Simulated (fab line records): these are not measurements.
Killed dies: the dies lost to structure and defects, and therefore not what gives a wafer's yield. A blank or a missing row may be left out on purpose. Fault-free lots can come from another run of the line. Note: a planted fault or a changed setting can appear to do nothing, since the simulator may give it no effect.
Which tool is to blame? / flow gf180mcu / 12 lots (36 wafers sampled), 1 step of a 602-step route

== WHAT EACH GAUGE READ, for each wafer ==
GF_M3_CD_MEAS_14 targets a cd of 280 nm.
lot=L075; measured=day 21 19:02; on=cd sem-02; cd nm (nm)=279.0 279.5 280.1
lot=L077; measured=day 22 19:07; on=cd sem-01; cd nm (nm)=280.2 279.1 279.0
lot=L079; measured=day 23 07:35; on=cd sem-01; cd nm (nm)=279.9 278.9 278.8
lot=L081; measured=day 24 01:15; on=cd sem-01; cd nm (nm)=279.5 279.8 278.7
lot=L083; measured=day 24 20:17; on=cd sem-02; cd nm (nm)=279.6 279.0 278.5
lot=L085; measured=day 25 15:51; on=cd sem-01; cd nm (nm)=278.8 278.4 279.2
lot=L087; measured=day 26 03:41; on=cd sem-02; cd nm (nm)=278.2 277.2 278.0
lot=L089; measured=day 26 16:21; on=cd sem-01; cd nm (nm)=280.0 279.5 279.4
lot=L091; measured=day 27 06:52; on=cd sem-02; cd nm (nm)=279.9 279.7 278.5
lot=L093; measured=day 27 22:44; on=cd sem-01; cd nm (nm)=282.2 280.0 280.7
lot=L095; measured=day 28 15:36; on=cd sem-01; cd nm (nm)=279.4 280.3 280.6
lot=L097; measured=day 28 21:19; on=cd sem-01; cd nm (nm)=280.0 278.5 280.0

== TOOL THAT RAN EACH LOT (tool first, then ch and the chambers of the sampled wafers, then the start) ==
There is no process step in the record ahead of these readings.

== THE ANSWER, worked out from the rows above alone ==
Rule: the usual values come from the lots themselves. The widest of any qualifying gaps counts: lots, ordered by their means at a reading, are off when they make up no more than a third of the lots, leave a main group of 4 or more, and stand apart from it by 3 or more times the standard deviation of that group's means. Not used: any main group whose means are identical at the precision the tables above print for the reading. A lot without any number at a reading at which 4 lots or more have one is off too. The other lots that the step has rows for count as sound.
No lot is off at any reading shown: from this, nothing can be told.

== WHAT HAD BEEN PUT IN BY THE SIMULATOR ==
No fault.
